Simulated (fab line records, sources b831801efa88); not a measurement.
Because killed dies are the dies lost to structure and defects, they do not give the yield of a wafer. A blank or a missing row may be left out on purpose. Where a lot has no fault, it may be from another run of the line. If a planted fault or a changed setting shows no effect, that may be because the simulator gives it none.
Matching of chambers / flow sfq-line / SFQ_TRILAYER_I1_CMP_CMP_046 on cmp-01: 4 sister chambers
The step polishes SiO2. 4 wafers are shown with their chamber, then 8 later ones without.

## WAFERS, EACH WITH ITS CHAMBER
wafer=L435.1; chamber=1; motor-current-A (A)=10.8
wafer=L436.1; chamber=3; motor-current-A (A)=9.0
wafer=L438.5; chamber=2; motor-current-A (A)=11.4
wafer=L446.2; chamber=0; motor-current-A (A)=11.0

## WAFERS WHOSE CHAMBER IS MISSING
wafer=L446.3; motor-current-A (A)=9.0
wafer=L446.4; motor-current-A (A)=11.2
wafer=L448.2; motor-current-A (A)=8.6
wafer=L448.4; motor-current-A (A)=10.9
wafer=L448.5; motor-current-A (A)=11.2
wafer=L450.3; motor-current-A (A)=10.9
wafer=L450.1; motor-current-A (A)=8.7
wafer=L450.6; motor-current-A (A)=10.9

## WHICH CHAMBER EACH ONE RAN IN
wafer=L446.3; from the rows above=3; in truth=3
wafer=L446.4; from the rows above=can't be placed: 0 or 2 or 1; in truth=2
wafer=L448.2; from the rows above=3; in truth=3
wafer=L448.4; from the rows above=can't be placed: 0 or 1 or 2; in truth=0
wafer=L448.5; from the rows above=can't be placed: 0 or 2 or 1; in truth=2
wafer=L450.3; from the rows above=can't be placed: 0 or 1 or 2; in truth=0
wafer=L450.1; from the rows above=3; in truth=3
wafer=L450.6; from the rows above=can't be placed: 0 or 1 or 2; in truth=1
Correctly placed: 3 of 8. Cannot be placed on the basis of these rows: 5; the candidates contain the true chamber in 5. 0 placed wrongly.
How it was worked out, from the rows above alone: a wafer's distance from a chamber is the root of the sum, over the readings, of the square of ((its reading less the chamber's mean) divided by the reading's scatter). If the next closest chamber is less than 2 further off than the closest, the wafer can't be placed; otherwise it belongs to the closest. For every chamber, the mean is computed from those of its wafers that are shown. The scatter: with one shown wafer a chamber, the root of the mean of the squares of how far each hidden wafer lies from its nearest shown one.
